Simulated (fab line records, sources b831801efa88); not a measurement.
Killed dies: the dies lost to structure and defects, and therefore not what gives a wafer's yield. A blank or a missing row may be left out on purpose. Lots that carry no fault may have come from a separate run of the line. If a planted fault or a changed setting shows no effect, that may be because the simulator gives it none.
Which tool did it? | flow sky130 | Sampling: 7 lots, 21 wafers, 6 of 708 route steps

== WHAT EACH GAUGE READ, for each wafer ==
SKY_VIA1_BOW_MEAS_03.
lot  | measured     | on           | VIA1_BOW (um)
L821 | day 33 07:29 | filmMetro-02 | 76 83 79
L823 | day 33 21:30 | filmMetro-01 | 88 83 76
L836 | day 38 02:41 | filmMetro-01 | 77 79 89
L838 | day 39 07:41 | filmMetro-02 | 78 88 87
L840 | day 39 09:58 | filmMetro-01 | 81 76 77
L842 | day 39 11:28 | filmMetro-02 | 91 71 85

== TOOL THAT RAN EACH LOT (tool first, then ch and the chambers of the sampled wafers, then the start) ==
lot  | SKY_CONTACT_CVD_24           | SKY_METAL1_SPUTTER_02       | SKY_METAL1_ETCH_18               | SKY_METAL1_METAL_ETCH_19         | SKY_METAL1_STRIP_20
L821 | cvdW-01 ch 0,1, day 32 02:46 | pvdSputter-02, day 32 03:27 | rieMetal-02 ch 0,1, day 33 06:16 | rieMetal-02 ch 0,1, day 33 06:20 | plasmaAsher-02 ch 0, day 33 06:25
L823 | cvdW-02 ch 0,1, day 32 17:37 | pvdSputter-01, day 32 18:22 | rieMetal-04 ch 0,1, day 33 20:16 | rieMetal-04 ch 0,1, day 33 20:20 | plasmaAsher-04 ch 0,1, day 33 20:25
L827 | cvdW-02 ch 0,1, day 33 18:08 | pvdSputter-02, day 33 18:47 | rieMetal-02 ch 1, day 34 20:32   | rieMetal-02 ch 1, day 34 20:40   | plasmaAsher-04 ch 0,1, day 34 20:50
L836 | cvdW-02 ch 0,1, day 36 22:12 | pvdSputter-02, day 36 22:50 | rieMetal-04 ch 0,1, day 38 01:28 | rieMetal-04 ch 0,1, day 38 01:32 | plasmaAsher-02 ch 0,1, day 38 01:37
L838 | cvdW-02 ch 1, day 38 04:17   | pvdSputter-02, day 38 04:55 | rieMetal-04 ch 0,1, day 39 06:28 | rieMetal-04 ch 0,1, day 39 06:32 | plasmaAsher-01 ch 0,1, day 39 06:37
L840 | cvdW-01 ch 0, day 38 05:40   | pvdSputter-02, day 38 06:20 | rieMetal-04 ch 0,1, day 39 08:44 | rieMetal-04 ch 0,1, day 39 08:49 | plasmaAsher-01 ch 0,1, day 39 08:54
L842 | cvdW-02 ch 0,1, day 38 06:51 | pvdSputter-03, day 38 07:29 | rieMetal-02 ch 0,1, day 39 10:14 | rieMetal-02 ch 0,1, day 39 10:18 | plasmaAsher-02 ch 0,1, day 39 10:23
- SKY_CONTACT_CVD_24: deposits W, target thk 340 nm, time 102.12 s.
- SKY_METAL1_SPUTTER_02: material AlCu, target thk 250 nm, time 13.3 s.
- SKY_METAL1_ETCH_18: etches BARC in N2/H2, stops on SiO2, time 45.9 s, target depth 60 nm.
- SKY_METAL1_METAL_ETCH_19: etches the open film in Cl2/BCl3, stops on SiO2, target depth 360 nm, time 78 s.
- SKY_METAL1_STRIP_20: strips in O2/N2.

== THE ANSWER, worked out from the rows above alone ==
Rule: what is usual is taken from the lots themselves. Put in order of their means at a reading, lots are off if they are a third of the lots or fewer, leave a main group of 4 or more, and stand apart from it by a gap of 3 or more times the standard deviation of the main group's means; of several such gaps the widest counts. The tables above print the reading to a certain number of digits; a main group whose means all agree to those digits is not used. Also off: a lot with no number at a reading for which 4 or more lots have one. Where the step has rows for the other lots, those lots are counted as sound.
No lot is off on any of the readings shown, so nothing can be concluded from this.

== WHAT WAS PUT IN BY THE SIMULATOR ==
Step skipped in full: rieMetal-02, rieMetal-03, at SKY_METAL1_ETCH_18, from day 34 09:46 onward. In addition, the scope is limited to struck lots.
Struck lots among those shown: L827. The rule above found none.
